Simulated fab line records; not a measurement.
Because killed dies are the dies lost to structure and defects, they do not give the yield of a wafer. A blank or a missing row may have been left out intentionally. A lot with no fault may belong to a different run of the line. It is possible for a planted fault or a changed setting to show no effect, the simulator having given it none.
Split-lot trial    flow sfqLine    23 wafers read from 5 lots, route of 325 steps

## THE SPLIT ITSELF
At SFQ_TRILAYER_I1_VIA_LITHO_COAT_054 (resist thk 62 nm), the setting resistThkNm was moved away from the recipe's 62 nm on 7 of the 23 wafers read, by -2.0% to +3.0%. All remaining wafers had this setting at the recipe value.

The reading comes from the split's own step.

## THE READING
BARC_of_TRILAYER_I1_VIA_LITHO_COAT_054.thkNm (the simulator's own value, which no gauge read), in nm, at SFQ_TRILAYER_I1_VIA_LITHO_COAT_054 (resist thk 62 nm). There is no usual value for it anywhere in the file. Average 61.78 nm, standard deviation 0.088 nm, over the 16 wafers here run with the recipe.

wafer   tool, chamber at the split  resistThkNm as run, nm  against the recipe  BARC_of_TRILAYER_I1_VIA_LITHO_COAT_054.thkNm, nm  against lot-mates on the recipe
L074.1  lithoTrack-02, 0            60.98                   -1.6%               60.72                                             -0.99
L074.2  lithoTrack-02, 0            62                      recipe              61.64                                             -
L074.3  lithoTrack-02, 0            62                      recipe              61.78                                             -
L074.4  lithoTrack-02, 0            60.98                   -1.6%               60.6                                              -1.11
L074.6  lithoTrack-02, 0            60.98                   -1.6%               60.84                                             -0.87
L076.1  lithoTrack-01, 0            62                      recipe              61.61                                             -
L076.2  lithoTrack-01, 0            62                      recipe              61.78                                             -
L076.3  lithoTrack-01, 0            60.75                   -2.0%               60.55                                             -1.19
L076.5  lithoTrack-01, 0            60.75                   -2.0%               60.68                                             -1.06
L076.6  lithoTrack-01, 0            62                      recipe              61.83                                             -
L080.1  lithoTrack-02, 0            62                      recipe              61.69                                             -
L080.2  lithoTrack-02, 0            62                      recipe              61.79                                             -
L080.5  lithoTrack-02, 0            62                      recipe              61.79                                             -
L080.3  lithoTrack-02, 0            62                      recipe              61.77                                             -
L080.4  lithoTrack-02, 0            62                      recipe              61.68                                             -
L081.1  lithoTrack-04, 0            62                      recipe              61.74                                             -
L081.2  lithoTrack-04, 0            63.88                   +3.0%               63.72                                             +1.87
L081.4  lithoTrack-04, 0            63.88                   +3.0%               63.79                                             +1.94
L081.5  lithoTrack-04, 0            62                      recipe              61.88                                             -
L081.6  lithoTrack-04, 0            62                      recipe              61.93                                             -
L082.1  lithoTrack-02, 0            62                      recipe              61.83                                             -
L082.2  lithoTrack-02, 0            62                      recipe              61.85                                             -
L082.4  lithoTrack-02, 0            62                      recipe              61.89                                             -

FIT RESULTS
A straight line over all 23 wafers: BARC_of_TRILAYER_I1_VIA_LITHO_COAT_054.thkNm changes by +0.633 nm for each +1% of resistThkNm; r = +0.99; the points scatter about the line by 0.095 nm.
The same after taking each lot's own level away (the mean of its wafers on the recipe; 23 wafers): +0.607 nm for each +1%; r = +0.99; scatter 0.079 nm.
The reading moves by 1.8 nm for the largest change in resistThkNm, on that fit.
The lots' own levels span 61.710 to 61.857 nm, that is 1.7 times the standard deviation above.
The two slopes are in agreement: the lot-to-lot level therefore moves the slope only a little.
Check: with one of the wafers moved furthest among these (+3.0%) left out of the fit, the line predicts +1.85 nm for it against its lot-mates. It came out at +1.87 nm against them.

## THESE WAFERS: OTHER SPLITS
Other splits were also applied to these wafers ahead of the reading. Each is held against what the fit with the lots' levels taken away leaves over:
other split on the same wafers              wafers away from the commonest value  r with BARC_of_TRILAYER_I1_VIA_LITHO_COAT_054.thkNm (lot level and that fit taken away)
SFQ_TRILAYER_M1_LITHO_COAT_044 resistThkNm  11                                    +0.14
SFQ_TRILAYER_M1_ETCH_METAL_ETCH_042 icpW    10                                    +0.04

## THE FILE'S OWN FIT
BARC_of_TRILAYER_I1_VIA_LITHO_COAT_054.thkNm changes by +0.607 nm for each +1% of resistThkNm, r = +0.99.
